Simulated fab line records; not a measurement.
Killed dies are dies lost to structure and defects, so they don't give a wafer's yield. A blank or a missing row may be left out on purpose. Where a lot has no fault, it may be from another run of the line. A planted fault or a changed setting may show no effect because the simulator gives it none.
fab line records	flow sky130	part 1 of 2: steps 1 to 43 of 44
[record] lots = 6	wafers = 18	last_day = 50
route steps=708 shown VIA2@522 METAL3@532 CAPM@537 PAD_OPEN@708
lots that met no fault: taken from a fault-free run of the same line
start_h: the number of hours between the record's first day and the start of the first shown wafer of the lot	wait_h: hours elapsed since this lot's preceding step	" the same as in the row above	L1.1+2: a row that stands for several wafers	- either no value or no given start	* or withheld: withheld	< > ~ a bound
route shown NAME@n: NAME is a module with steps in the file, n the number in the route of the first one	usual: mean/standard deviation taken from wafers without a fault	same: alike in all rows	chamber/n: place in a boat	sites: each site's reading	_std_site: standard deviation across them	_edge_site: inner sites' mean taken away from outer sites' mean	radius_mm: for every site, how far away it sits from the centre of the wafer	mask NAME#n: copy n	behind: the tool/chamber that last shaped the wafer	hold: the reason the lot was held/the length of the hold in hours/how it ended	device: names the non-switching transistor (n, p or np)	end of line: tests of these same wafers at the route's end	a step given without rows: its recipe and nothing more	killed: dies that structure and defects cost at the first sort, which is not the same as the wafer's yield	map: a wafer's dies, marking killed ones x, the rest . and places with no die _
set.NAME: the run value of the setting; set.NAME@STEP: its run value at that earlier step	model.NAME: the simulator's own value behind a step, which no gauge read
lots at selected steps of the route; one table per step, one row per wafer
services: from which hour (start_h, from the record's first day; less than 0 if before it) a tool's chamber was out of use, for how many hours, and why
[[steps]]
[step SKY_VIA2_ETCH_15]
[recipe] target = SiO2	chemistry = C4F8/O2/Ar	target_depth_nm = 546	stop_on = TiN	mask_material = KrF-thick	source_w = 1500	bias_w = 1200	pressure_mtorr = 40	c4f8_flow_sccm = withheld	O2_flow_sccm = 6	Ar_flow_sccm = 300	time_s = 84
[step SKY_VIA2_STRIP_16]
[recipe] chemistry = O2/N2	power_w = 1400	pressure_mtorr = 1500	platen_temp_c = withheld	o2_flow_sccm = 3000	n2_flow_sccm = 300	overash_fraction = 0.5
[usual] drypump_motor_current_A = 6.0/0.33	oes_product_au = 0.399/0.0046	strip_time_to_endpoint_s = 4.048/0.03
lot.wafer	tool	chamber	start_h	wait_h	drypump_motor_current_A	oes_product_au	rf_hours_counter_h	strip_time_to_endpoint_s
L334.2	plasma_asher-01	1	899.86	0.0	6.3	0.404	110	4.045
L334.3	"	0	"	"	6.2	0.396	-	4.035
L334.4	"	1	"	"	6.3	0.393	-	4.017
L337.2	plasma_asher-04	1	915.27	0.0	5.6	0.402	18	4.044
L337.3	"	0	"	"	5.4	0.405	-	4.035
L337.4	"	1	"	"	5.6	0.400	-	4.044
L336.3	plasma_asher-03	1	916.57	0.1	5.7	0.399	-	4.096
L336.4	"	0	"	"	6.0	0.401	-	4.113
L336.6	"	0	"	"	6.0	0.402	-	4.094
L340.1	plasma_asher-01	1	939.89	0.0	6.3	0.404	114	4.051
L340.2	"	0	"	"	6.2	0.403	114	4.001
L340.6	"	0	"	"	6.2	0.401	-	4.048
L345.2	plasma_asher-04	1	970.17	0.0	5.6	0.395	23	4.027
L345.4	"	1	"	"	5.6	0.397	-	4.029
L345.6	"	1	"	"	5.6	0.397	-	4.028
L350.3	plasma_asher-01	0	1010.07	0.1	6.2	0.399	-	3.992
L350.4	"	1	"	"	6.3	0.393	-	4.044
L350.6	"	0	"	"	6.2	0.403	-	4.071
[step SKY_VIA2_STRIP_17]
[recipe] chemistry = post_etch_residue_remover	time_s = 1200	temp_c = 72.5
[step SKY_VIA2_CLEAN_18]
[recipe] chemistry = IPA	time_s = 180	temp_c = 25
[step SKY_VIA2_CLEAN_19]
[recipe] chemistry = O3/DIW	dry = n2_spin
[step SKY_VIA2_SPUTTER_20]
[recipe] material = TiN	target_thk_nm = 20	chamber_pressure_pa = 5	power_w = 4000	time_s = 80
[step SKY_VIA2_CVD_21]
[recipe] material = W	target_thk_nm = 420	time_s = 126.4	temp_c = 400	pressure_torr = 40
[usual] heater_power_w = 912/96
lot.wafer	tool	chamber	start_h	wait_h	heater_power_w
L334.2	cvd_w-01	1	900.51	0.0	875
L334.3	"	1	"	"	867
L334.4	"	0	"	"	784
L337.2	cvd_w-02	0	915.95	0.0	1054
L337.3	"	0	"	"	1038
L337.4	"	1	"	"	866
L336.3	cvd_w-02	0	917.42	0.2	1062
L336.4	"	1	"	"	885
L336.6	"	0	"	"	1033
L340.1	cvd_w-02	0	940.88	0.0	1020
L340.2	"	1	"	"	849
L340.6	"	1	"	"	899
L345.2	cvd_w-02	1	970.82	0.0	900
L345.4	"	1	"	"	874
L345.6	"	1	"	"	872
L350.3	cvd_w-02	0	1010.75	0.1	1043
L350.4	"	1	"	"	878
L350.6	"	0	"	"	1040
[step SKY_VIA2_RS_MEAS_22]
[recipe] thk_meas_gauge = four-point-probe	reads = W_of_VIA2_CVD_21+TiN_of_VIA2_SPUTTER_20
[usual] VIA2_W_RS = 0.273/0.0053
lot.wafer	tool	chamber	start_h	wait_h	VIA2_W_RS[ohm/sq]
L334.2	film_metro-03	-	900.66	0.1	0.280
L334.3	"	-	"	"	0.277
L334.4	"	-	"	"	0.270
L337.2	film_metro-02	-	916.10	0.1	0.265
L337.3	"	-	"	"	0.267
L337.4	"	-	"	"	0.276
L336.3	film_metro-02	-	917.54	0.1	0.267
L336.4	"	-	"	"	0.281
L336.6	"	-	"	"	0.267
L340.1	film_metro-01	-	941.01	0.1	0.266
L340.2	"	-	"	"	0.277
L340.6	"	-	"	"	0.282
L345.2	film_metro-03	-	970.97	0.1	0.278
L345.4	"	-	"	"	0.277
L345.6	"	-	"	"	0.280
L350.3	film_metro-01	-	1010.88	0.1	0.269
L350.4	"	-	"	"	0.279
L350.6	"	-	"	"	0.267
[step SKY_VIA2_THK_MEAS_23]
[recipe] thk_meas_gauge = xrf	reads = W_of_VIA2_CVD_21
[usual] VIA2_W_THK = 422/9.6
lot.wafer	tool	chamber	start_h	wait_h	VIA2_W_THK[nm]
L334.2	film_metro-03	-	900.77	0.1	416
L334.3	"	-	"	"	421
L334.4	"	-	"	"	434
L337.2	film_metro-02	-	916.21	0.1	428
L337.3	"	-	"	"	426
L337.4	"	-	"	"	412
L336.3	film_metro-02	-	917.64	0.1	431
L336.4	"	-	"	"	407
L336.6	"	-	"	"	428
L340.1	film_metro-01	-	941.13	0.1	432
L340.2	"	-	"	"	415
L340.6	"	-	"	"	406
L345.2	film_metro-03	-	971.08	0.1	420
L345.4	"	-	"	"	423
L345.6	"	-	"	"	419
L350.3	film_metro-01	-	1010.98	0.1	425
L350.4	"	-	"	"	413
L350.6	"	-	"	"	431
[step SKY_VIA2_CMP_24]
[recipe] stop_on = SiO2	t_overpolish_s = 20	down_force_psi = 3.5	platen_rpm = 60	target_thk_nm = 0	pad_velocity_m_s = 0.94248
[usual] motor_current_A = 11.1/1.4	overpolish_run_s = 20.000/0.0083	time_to_endpoint_s = 104/5.2
lot.wafer	tool	chamber	start_h	wait_h	motor_current_A	overpolish_run_s	time_to_endpoint_s
L334.2	cmp-02	0	900.87	0.1	11.2	20.001	102
L334.4	"	1	"	"	10.7	20.005	104
L334.3	"	2	"	"	11.5	19.994	106
L337.4	cmp-01	1	916.31	0.1	11.8	19.980	107
L337.2	"	2	"	"	12.0	20.005	109
L337.3	"	3	"	"	10.3	19.994	106
L336.4	cmp-02	2	918.45	0.8	11.2	20.001	106
L336.3	"	3	"	"	8.6	20.008	99
L336.6	"	2	"	"	11.9	20.007	113
L340.2	cmp-01	1	941.24	0.1	12.9	20.007	106
L340.1	"	2	"	"	11.3	20.003	112
L340.6	"	0	"	"	13.4	20.006	100
L345.4	cmp-01	0	971.13	0.0	12.9	19.999	97
L345.2	"	3	"	"	10.8	19.999	95
L345.6	"	0	"	"	13.0	20.002	98
L350.4	cmp-02	3	1011.07	0.1	8.3	19.994	104
L350.3	"	0	"	"	11.1	20.006	115
L350.6	"	2	"	"	11.5	19.990	114
[step SKY_METAL3_SPUTTER_00]
[recipe] material = Ti	target_thk_nm = 15	power_w = 3000	time_s = 10	chamber_pressure_pa = 0.4
[usual] chamber_pressure_pa = 0.4000/0.00077	throttle_valve_pct = 29.4/0.97
lot.wafer	tool	chamber	start_h	wait_h	chamber_pressure_pa	throttle_valve_pct
L334.2	pvd_sputter-03	-	901.12	0.2	0.3995	29.1
L334.3	"	-	"	"	0.4003	28.4
L334.4	"	-	"	"	0.3989	27.9
L337.2	pvd_sputter-02	-	916.56	0.1	0.3999	29.4
L337.3	"	-	"	"	0.3997	29.3
L337.4	"	-	"	"	0.4011	30.3
L336.3	pvd_sputter-02	-	918.75	0.2	0.3993	30.2
L336.4	"	-	"	"	0.3991	29.4
L336.6	"	-	"	"	0.3999	30.4
L340.1	pvd_sputter-02	-	941.49	0.1	0.4005	29.5
L340.2	"	-	"	"	0.3998	29.2
L340.6	"	-	"	"	0.3996	30.6
L345.2	pvd_sputter-01	-	971.43	0.1	0.4000	27.8
L345.4	"	-	"	"	0.4007	30.0
L345.6	"	-	"	"	0.4001	30.2
L350.3	pvd_sputter-01	-	1011.32	0.1	0.3992	30.0
L350.4	"	-	"	"	0.4001	28.0
L350.6	"	-	"	"	0.3996	29.5
[step SKY_METAL3_SPUTTER_01]
[recipe] material = TiN	target_thk_nm = 20	power_w = 6500	time_s = 16.7	chamber_pressure_pa = 0.4
[usual] chamber_pressure_pa = 0.4000/0.00079	throttle_valve_pct = 29.4/0.95
lot.wafer	tool	chamber	start_h	wait_h	chamber_pressure_pa	throttle_valve_pct
L334.2	pvd_sputter-03	-	901.15	0.0	0.4013	29.0
L334.3	"	-	"	"	0.3996	28.4
L334.4	"	-	"	"	0.3991	28.2
L337.2	pvd_sputter-02	-	916.58	0.0	0.3994	29.5
L337.3	"	-	"	"	0.3984	29.6
L337.4	"	-	"	"	0.4006	30.3
L336.3	pvd_sputter-02	-	918.77	0.0	0.3995	30.4
L336.4	"	-	"	"	0.3997	29.6
L336.6	"	-	"	"	0.4006	30.5
L340.1	pvd_sputter-02	-	941.52	0.0	0.3991	29.5
L340.2	"	-	"	"	0.3999	29.5
L340.6	"	-	"	"	0.4006	30.6
L345.2	pvd_sputter-01	-	971.45	0.0	0.3995	27.7
L345.4	"	-	"	"	0.4006	29.7
L345.6	"	-	"	"	0.4002	30.0
L350.3	pvd_sputter-01	-	1011.34	0.0	0.3993	29.7
L350.4	"	-	"	"	0.4012	27.8
L350.6	"	-	"	"	0.4002	29.9
[step SKY_METAL3_SPUTTER_02]
[recipe] material = AlCu	target_thk_nm = 735	power_w = 10600	time_s = 39.1	chamber_pressure_pa = 0.4
[usual] chamber_pressure_pa = 0.3999/0.00079	throttle_valve_pct = 29.4/0.98
lot.wafer	tool	chamber	start_h	wait_h	chamber_pressure_pa	throttle_valve_pct	model.AlCu_of_METAL3_SPUTTER_02.thk_nm
L334.2	pvd_sputter-03	-	901.17	0.0	0.4004	29.0	738.3
L334.3	"	-	"	"	0.4010	28.3	738.1
L334.4	"	-	"	"	0.4012	27.9	740.9
L337.2	pvd_sputter-02	-	916.61	0.0	0.3996	29.2	726.4
L337.3	"	-	"	"	0.3998	29.2	737.2
L337.4	"	-	"	"	0.4001	30.3	749.1
L336.3	pvd_sputter-02	-	918.80	0.0	0.2956	35.4	782.2
L336.4	"	-	"	"	0.2970	34.2	758.3
L336.6	"	-	"	"	0.2965	35.5	782.4
L340.1	pvd_sputter-02	-	941.54	0.0	0.2970	34.2	772.4
L340.2	"	-	"	"	0.2964	34.1	768.2
L340.6	"	-	"	"	0.2961	35.5	779.3
L345.2	pvd_sputter-01	-	971.48	0.0	0.3998	27.9	735.6
L345.4	"	-	"	"	0.3991	29.5	744
L345.6	"	-	"	"	0.3994	30.3	728.9
L350.3	pvd_sputter-01	-	1011.36	0.0	0.3989	30.1	729.3
L350.4	"	-	"	"	0.3996	27.7	737.1
L350.6	"	-	"	"	0.4003	29.8	738.2
[step SKY_METAL3_SPUTTER_03]
[recipe] material = Ti	target_thk_nm = 5	power_w = 3000	time_s = 3.3	chamber_pressure_pa = 0.4
[step SKY_METAL3_SPUTTER_04]
[recipe] material = TiN	target_thk_nm = 70	power_w = 6500	time_s = 58.3	chamber_pressure_pa = 0.4
[step SKY_CAPM_CVD_00]
[recipe] material = SiO2	target_thk_nm = 15.5	temp_c = 400	time_s = withheld	rf_w = 450
[step SKY_CAPM_THK_MEAS_01]
[recipe] reads = SiO2_of_CAPM_CVD_00
[usual] CAPM_CVD_00_THK = 15.51/0.27
lot.wafer	tool	chamber	start_h	wait_h	CAPM_CVD_00_THK[nm]
L334.2	film_metro-04	-	901.31	-	15.47
L334.3	"	-	"	"	15.37
L334.4	"	-	"	"	15.84
L337.2	film_metro-02	-	916.75	-	15.08
L337.3	"	-	"	"	14.99
L337.4	"	-	"	"	15.04
L336.3	film_metro-02	-	918.95	-	15.51
L336.4	"	-	"	"	15.64
L336.6	"	-	"	"	15.59
L340.1	film_metro-02	-	941.67	-	16.03
L340.2	"	-	"	"	15.71
L340.6	"	-	"	"	16.23
L345.2	film_metro-04	-	971.62	-	15.84
L345.4	"	-	"	"	15.61
L345.6	"	-	"	"	15.81
L350.3	film_metro-04	-	1011.51	-	15.27
L350.4	"	-	"	"	15.50
L350.6	"	-	"	"	15.40
[step SKY_CAPM_SPUTTER_02]
[recipe] material = TiN	target_thk_nm = 200	temp_c = 300	power_w = 6500	time_s = 166.7	chamber_pressure_pa = 0.4
[step SKY_CAPM_RS_MEAS_03]
[recipe] thk_meas_gauge = four-point-probe	reads = TiN_of_CAPM_SPUTTER_02
[usual] CAPM_TIN_RS = 6.95/0.069
lot.wafer	tool	chamber	start_h	wait_h	CAPM_TIN_RS[ohm/sq]
L334.2	film_metro-03	-	901.49	0.1	6.91
L334.3	"	-	"	"	6.97
L334.4	"	-	"	"	6.90
L337.2	film_metro-02	-	916.93	0.1	6.93
L337.3	"	-	"	"	7.01
L337.4	"	-	"	"	7.07
L336.3	film_metro-04	-	919.14	0.1	6.87
L336.4	"	-	"	"	6.89
L336.6	"	-	"	"	6.92
L340.1	film_metro-04	-	941.84	0.1	7.01
L340.2	"	-	"	"	7.08
L340.6	"	-	"	"	7.04
L345.2	film_metro-02	-	971.80	0.1	7.03
L345.4	"	-	"	"	6.97
L345.6	"	-	"	"	7.12
L350.3	film_metro-03	-	1011.70	0.1	7.08
L350.4	"	-	"	"	6.91
L350.6	"	-	"	"	6.95
[step SKY_CAPM_THK_MEAS_04]
[recipe] thk_meas_gauge = xrf	reads = TiN_of_CAPM_SPUTTER_02
[usual] CAPM_TIN_THK = 200.1/2.1
lot.wafer	tool	chamber	start_h	wait_h	CAPM_TIN_THK[nm]
L334.2	film_metro-03	-	901.60	0.1	201.3
L334.3	"	-	"	"	199.5
L334.4	"	-	"	"	200.7
L337.2	film_metro-02	-	917.04	0.1	200.1
L337.3	"	-	"	"	197.1
L337.4	"	-	"	"	196.7
L336.3	film_metro-04	-	919.24	0.1	201.8
L336.4	"	-	"	"	201.4
L336.6	"	-	"	"	200.9
L340.1	film_metro-04	-	941.96	0.1	198.1
L340.2	"	-	"	"	197.2
L340.6	"	-	"	"	197.2
L345.2	film_metro-02	-	971.91	0.1	196.6
L345.4	"	-	"	"	198.7
L345.6	"	-	"	"	194.8
L350.3	film_metro-03	-	1011.80	0.1	196.7
L350.4	"	-	"	"	202.1
L350.6	"	-	"	"	200.5
[step SKY_CAPM_DEHYDRATE_05]
[recipe] temp_c = 200	time_s = 60
[step SKY_CAPM_HMDS_06]
[recipe] prime_time_s = 60	prime_temp_c = 120
[step SKY_CAPM_COAT_07]
[recipe] resist = NOVOLAK	spin_rpm = 3000	resist_thk_nm = 1140
[step SKY_CAPM_SOFTBAKE_08]
[recipe] temp_c = 90	time_s = 60	resist = NOVOLAK
[step SKY_CAPM_EXPOSE_09]
[recipe] mask_id = CAPM	na = 0.6	source_shape = conventional	sigma_outer = 0.6	polarization = unpolarized	target_cd_nm = 1000	dose_mj = 159
[step SKY_CAPM_PEB_10]
[recipe] temp_c = withheld	time_s = *	resist = NOVOLAK
[step SKY_CAPM_DEVELOP_11]
[recipe] resist = NOVOLAK	developer = TMAH	develop_time_s = 60	dev_temp_c = 23
[step SKY_CAPM_OVL_MEAS_12]
[usual] CAPM_OVL = -0.3/1.5
lot.wafer	tool	chamber	start_h	wait_h	CAPM_OVL[nm]
L334.2	overlay-02	-	926.08	0.1	-0.1
L334.3	"	-	"	"	0.5
L334.4	"	-	"	"	-1.1
L337.2	overlay-02	-	940.56	0.1	-0.1
L337.3	"	-	"	"	0.4
L337.4	"	-	"	"	0.2
L336.3	overlay-01	-	943.87	0.1	-1.2
L336.4	"	-	"	"	0.2
L336.6	"	-	"	"	-1.0
L340.1	overlay-01	-	965.23	0.1	0.5
L340.2	"	-	"	"	2.6
L340.6	"	-	"	"	-0.6
L345.2	overlay-02	-	994.68	0.1	-0.4
L345.4	"	-	"	"	-2.1
L345.6	"	-	"	"	-1.1
L350.3	overlay-01	-	1033.97	0.1	0.5
L350.4	"	-	"	"	1.3
L350.6	"	-	"	"	-0.1
[step SKY_CAPM_METAL_ETCH_13]
[recipe] target_depth_nm = 220	stop_on = SiO2	chemistry = Cl2/BCl3	target = TiN	pressure_mtorr = 10	icp_w = 900	bias_w = 48.5	Cl2_flow_sccm = 60	bcl3_flow_sccm = 30	time_s = 62.9
[step SKY_CAPM_STRIP_14]
[recipe] chemistry = O2/N2	power_w = 1400	pressure_mtorr = 1500	platen_temp_c = withheld	o2_flow_sccm = 3000	n2_flow_sccm = 300	overash_fraction = 0.5
[step SKY_CAPM_STRIP_15]
[recipe] chemistry = post_etch_residue_remover	time_s = 1200	temp_c = 72.5
[step SKY_CAPM_CLEAN_16]
[recipe] chemistry = IPA	time_s = 180	temp_c = 25
[step SKY_CAPM_CLEAN_17]
[recipe] chemistry = O3/DIW	dry = n2_spin
[step SKY_METAL3_DEHYDRATE_05]
[recipe] temp_c = 200	time_s = 60
[step SKY_METAL3_HMDS_06]
[recipe] prime_time_s = 60	prime_temp_c = 120
[step SKY_METAL3_COAT_07]
[recipe] resist = BARC	temp_c = withheld	time_s = withheld	spin_rpm = 3000	resist_thk_nm = 60
[step SKY_METAL3_COAT_08]
[recipe] resist = KrF-thick	spin_rpm = 3000	resist_thk_nm = 1140
[step SKY_METAL3_SOFTBAKE_09]
[recipe] temp_c = 100	time_s = 90	resist = KrF-thick
[step SKY_METAL3_EXPOSE_10]
[recipe] mask_id = MM3	na = 0.68	source_shape = annular	sigma_inner = 0.4	sigma_outer = 0.8	target_cd_nm = 300	dose_mj = 28
[step SKY_METAL3_PEB_11]
[recipe] peb_temp_c = withheld	peb_time_s = withheld	resist = KrF-thick
[step SKY_METAL3_DEVELOP_12]
[recipe] develop_time_s = 60	resist = KrF-thick	dev_temp_c = 21
[step SKY_METAL3_CD_MEAS_13]
[recipe] target_cd_nm = 300
[usual] cd_nm = 299.9/1.1
lot.wafer	tool	chamber	start_h	wait_h	cd_nm
L334.2	cd_sem-02	-	950.77	-	298.1
L334.3	"	-	"	"	298.4
L334.4	"	-	"	"	298.4
L337.2	cd_sem-01	-	964.95	-	299.4
L337.3	"	-	"	"	300.0
L337.4	"	-	"	"	300.0
L336.3	cd_sem-01	-	968.24	-	300.0
L336.4	"	-	"	"	298.9
L336.6	"	-	"	"	301.0
L340.1	cd_sem-01	-	988.98	-	300.5
L340.2	"	-	"	"	300.9
L340.6	"	-	"	"	300.5
L345.2	cd_sem-01	-	1018.55	-	298.1
L345.4	"	-	"	"	297.7
L345.6	"	-	"	"	298.5
L350.3	cd_sem-02	-	1056.52	-	300.9
L350.4	"	-	"	"	302.1
L350.6	"	-	"	"	302.8
[step SKY_METAL3_METAL_ETCH_18]
[recipe] target_depth_a = 8450	stop_on = SiO2	over_etch_frac = 0.3	time_s = 183.1	chemistry = Cl2/BCl3	resist_sidewall_deg = 88	pressure_mtorr = 10	icp_w = 900	bias_w = 48.5	Cl2_flow_sccm = 60	bcl3_flow_sccm = 30
[usual] drypump_motor_current_A = 5.86/0.26	oes_product_au = 0.867/0.0062	throttle_valve_pct = 22.264/0.0095
lot.wafer	tool	chamber	start_h	wait_h	drypump_motor_current_A	oes_product_au	rf_hours_counter_h	throttle_valve_pct
L334.2	rie_metal-03	0	951.05	0.0	5.70	0.867	11	22.273
L334.3	"	1	"	"	5.71	0.870	-	22.253
L334.4	"	0	"	"	5.70	0.870	-	22.269
L337.2	rie_metal-03	0	965.23	0.0	5.72	0.858	11	22.270
L337.3	"	1	"	"	5.72	0.866	-	22.269
L337.4	"	0	"	"	5.71	0.868	-	22.262
L336.3	rie_metal-02	0	968.56	0.1	5.49	0.894	-	22.270
L336.4	"	1	"	"	6.08	0.880	-	22.278
L336.6	"	1	"	"	6.09	0.895	-	22.245
L340.1	rie_metal-03	0	989.28	0.0	5.69	0.889	13	22.273
L340.2	"	1	"	"	5.71	0.890	24	22.260
L340.6	"	1	"	"	5.71	0.892	-	22.252
L345.2	rie_metal-02	0	1018.83	0.0	5.52	0.867	15	22.278
L345.4	"	1	"	"	6.08	0.871	-	22.263
L345.6	"	1	"	"	6.08	0.858	-	22.248
L350.3	rie_metal-04	0	1056.97	0.1	5.93	0.867	-	22.257
L350.4	"	1	"	"	6.34	0.868	-	22.243
L350.6	"	1	"	"	6.33	0.859	-	22.289
[[key]]
[first_sign] step = SKY_METAL3_SPUTTER_02	reading = chamber_pressure_pa	direction = down	sigmas = 99+	usual = 0.3999	struck = 0.2964
[effect] step = SKY_METAL3_SPUTTER_02	reading = throttle_valve_pct	direction = up	sigmas = 5.6	usual = 29.4	struck = 34.8
[effect] step = SKY_METAL3_METAL_ETCH_18	reading = oes_product_au	direction = up	sigmas = 3.7	usual = 0.867	struck = 0.890
[model_effect] step = SKY_METAL3_SPUTTER_02	value = AlCu_of_METAL3_SPUTTER_02.thk_nm	without = 732.3	struck = 773.8
[model_effect] step = SKY_PAD_OPEN_PROBE_99	value = etest.met3.line_ohm_um	without = 0.1431	struck = 0.1354
met_at SKY_METAL3_SPUTTER_02
struck_wafers L336.3,L336.4,L336.6,L340.1,L340.2,L340.6
onset_between 916.61 918.80
[fault] kind = process_parameter_drift	tool = pvd_sputter-02	chamber = -	onset_h = 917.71	steps = SKY_METAL3_SPUTTER_02	channel = chamber_pressure_pa	offset = -0.10391	shape = step	end_h = 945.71	acts_in = these_recipes_only	stated = 0.4
